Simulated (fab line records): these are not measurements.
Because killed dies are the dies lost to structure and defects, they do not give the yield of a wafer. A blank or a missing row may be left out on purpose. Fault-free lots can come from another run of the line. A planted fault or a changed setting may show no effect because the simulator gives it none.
One fault seen from 2 desks || flow sky130 || each desk holds nothing but its own numbers, with what lay behind them at the end

DESK OF THE TOOL OWNER: lithoTrack-02
The tool's own readings at SKY_LDD_HVN_SOFTBAKE_03 (time 60 s): means of the sampled wafers that have a number, for each lot that ran on this tool. If a lot's mean is further than 4 standard deviations from the usual mean, the lot is out of limits and carries the mark OUT (the distance appears in the brackets).
Columns: A = heaterPowerTotalW at SKY_LDD_HVN_SOFTBAKE_03, usual 56.59 W; B = resistLineTempC at SKY_LDD_HVN_SOFTBAKE_03, usual 23.02 C; C = runLengthS at SKY_LDD_HVN_SOFTBAKE_03, usual 89.37 s
{"lot": "L738", "first seen here": "day 19 22:49", "A": 56.61, "B": 23.00, "C": 89.54}
{"lot": "L739", "first seen here": "day 21 03:16", "A": 56.57, "B": 23.09, "C": 89.48}
{"lot": "L744", "first seen here": "day 22 19:18", "A": 56.60, "B": 23.05, "C": 89.56}
{"lot": "L757", "first seen here": "day 27 00:42", "A": "57.09 (+12) OUT", "B": 22.94, "C": "87.92 (-8.1) OUT"}
{"lot": "L758", "first seen here": "day 27 05:00", "A": "57.09 (+12) OUT", "B": 23.08, "C": "87.88 (-8.3) OUT"}
This desk finds L757, L758 out of limits, L757 being first, at day 27 00:42 (heaterPowerTotalW at SKY_LDD_HVN_SOFTBAKE_03). L738, L739, L744: within limits.

METROLOGY DESK
Lot by lot, what the gauges showed, no matter which tool ran the lot: averages of those sampled wafers that carry a number. If a lot's mean is further than 4 standard deviations from the usual mean, the lot is out of limits and carries the mark OUT (the distance appears in the brackets).
Columns: A = POLY_GATE_TW at SKY_RES_PROTECT_TW_MEAS_08, usual 4027; B = POLY_GATE_OVL at SKY_POLY_GATE_OVL_MEAS_14, usual -2 nm
{"lot": "L738", "first seen here": "day 15 11:45", "A": 3992, "B": -6}
{"lot": "L739", "first seen here": "day 16 10:58", "A": 4016, "B": -3}
{"lot": "L740", "first seen here": "day 17 14:02", "A": 4010, "B": 4}
{"lot": "L741", "first seen here": "day 17 14:20", "A": 3999, "B": -1}
{"lot": "L744", "first seen here": "day 17 21:26", "A": 4006, "B": -5}
{"lot": "L745", "first seen here": "day 17 23:42", "A": 4061, "B": -1}
{"lot": "L747", "first seen here": "day 18 13:55", "A": 4004, "B": -9}
{"lot": "L749", "first seen here": "day 19 02:26", "A": 4049, "B": -2}
{"lot": "L748", "first seen here": "day 19 03:55", "A": 4027, "B": 4}
{"lot": "L757", "first seen here": "day 22 11:35", "A": 4056, "B": 5}
{"lot": "L758", "first seen here": "day 22 13:44", "A": 4023, "B": -1}
{"lot": "L759", "first seen here": "day 22 14:47", "A": 4032, "B": -4}
{"lot": "L760", "first seen here": "day 22 17:16", "A": 4061, "B": -5}
This desk's verdict: no lot among the 13 shows anything out of limits.

PUT TOGETHER
At day 27 00:42, on L757, L758, the tool owner's desk was in a position to raise an alarm.
From the metrology desk's view, nothing was out of limits.
The metrology desk has L757, L758 on record, within its limits.
On lithoTrack-02, each named lot ran SKY_LDD_HVN_SOFTBAKE_03.

WHAT THE SIMULATOR PUT IN
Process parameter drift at SKY_LDD_HVN_SOFTBAKE_03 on lithoTrack-02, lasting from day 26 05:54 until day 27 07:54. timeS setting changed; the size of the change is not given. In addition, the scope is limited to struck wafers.
Shown lots that were struck: L757, L758.
How many hours passed from the start of the fault until each desk's first out-of-limits reading: the tool owner's desk, 19.
